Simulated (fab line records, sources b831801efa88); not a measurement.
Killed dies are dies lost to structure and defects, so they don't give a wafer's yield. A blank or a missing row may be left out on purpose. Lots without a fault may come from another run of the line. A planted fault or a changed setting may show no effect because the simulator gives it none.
One fault seen from 2 desks | flow gf180mcu | each desk has only its own numbers; what lay behind them comes last

THE METROLOGY DESK
What the gauges read, lot by lot, whatever tool the lot ran on: means of the sampled wafers that have a number. A lot is out of limits, marked OUT, if its mean lies more than 4 standard deviations from the usual mean; the brackets give that distance.
Columns: A = NSD_TW at GF_NSD_TW_MEAS_12, usual 4259; B = SAB_CVD_00_THK at GF_SAB_THK_MEAS_01, usual 49.9 nm
lot  | first seen here | A    | B
L315 | day 13 10:20    | 4301 | 49.6
L316 | day 13 14:23    | 4274 | 49.5
L317 | day 13 19:22    | 4271 | 49.8
L319 | day 14 12:35    | 4319 | 50.3
L322 | day 15 16:31    | 4283 | 54.5 (+6.3) OUT
L323 | day 16 00:23    | 4297 | 50.1
L324 | day 16 13:08    | 4225 | 49.1
L326 | day 16 20:01    | 4305 | 59.2 (+13) OUT
L330 | day 18 15:47    | 4239 | 50.0
L332 | day 19 14:38    | 4249 | 49.8
L334 | day 20 14:27    | 4217 | 50.2
L335 | day 20 15:04    | 4225 | 49.0
L337 | day 21 09:31    | 4241 | 49.7
This desk's finding: out of limits on L322, L326; first on L322, day 16 15:26 (SAB_CVD_00_THK at GF_SAB_THK_MEAS_01). In limits: L315, L316, L317, L319, L323, L324, L330, L332, L334, L335, L337.

THE TOOL OWNER'S DESK: pecvd-01
The tool's own readings at GF_SAB_CVD_00 (deposits SiO2 from TEOS, target thk 50 nm, time 4.9302 s): means of the sampled wafers that have a number, for each lot that ran on this tool. A lot is out of limits, marked OUT, if its mean lies more than 4 standard deviations from the usual mean; the brackets give that distance.
Columns: A = heater_power_w at GF_SAB_CVD_00, usual 720 W
lot  | first seen here | A
L316 | day 14 10:57    | 674
L317 | day 14 16:54    | 733
L322 | day 16 15:25    | 772
L326 | day 17 19:34    | 702
L334 | day 21 15:21    | 717
L335 | day 21 16:09    | 716
L337 | day 22 09:48    | 729
This desk's finding: nothing out of limits on any of the 7 lots.

PUT TOGETHER
The metrology desk could have raised an alarm at day 16 15:26, on L322, L326.
The tool owner's desk saw nothing out of limits.
The tool owner's desk has L322, L326 on record, within its limits.
Of the lots named, all ran GF_SAB_CVD_00 on pecvd-01.

WHAT THE SIMULATOR HAD PUT IN
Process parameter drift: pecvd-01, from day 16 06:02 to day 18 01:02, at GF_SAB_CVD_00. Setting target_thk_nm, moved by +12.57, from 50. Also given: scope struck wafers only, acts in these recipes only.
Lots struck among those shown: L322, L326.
Hours from the fault's start to each desk's first reading out of limits: the metrology desk, 9.
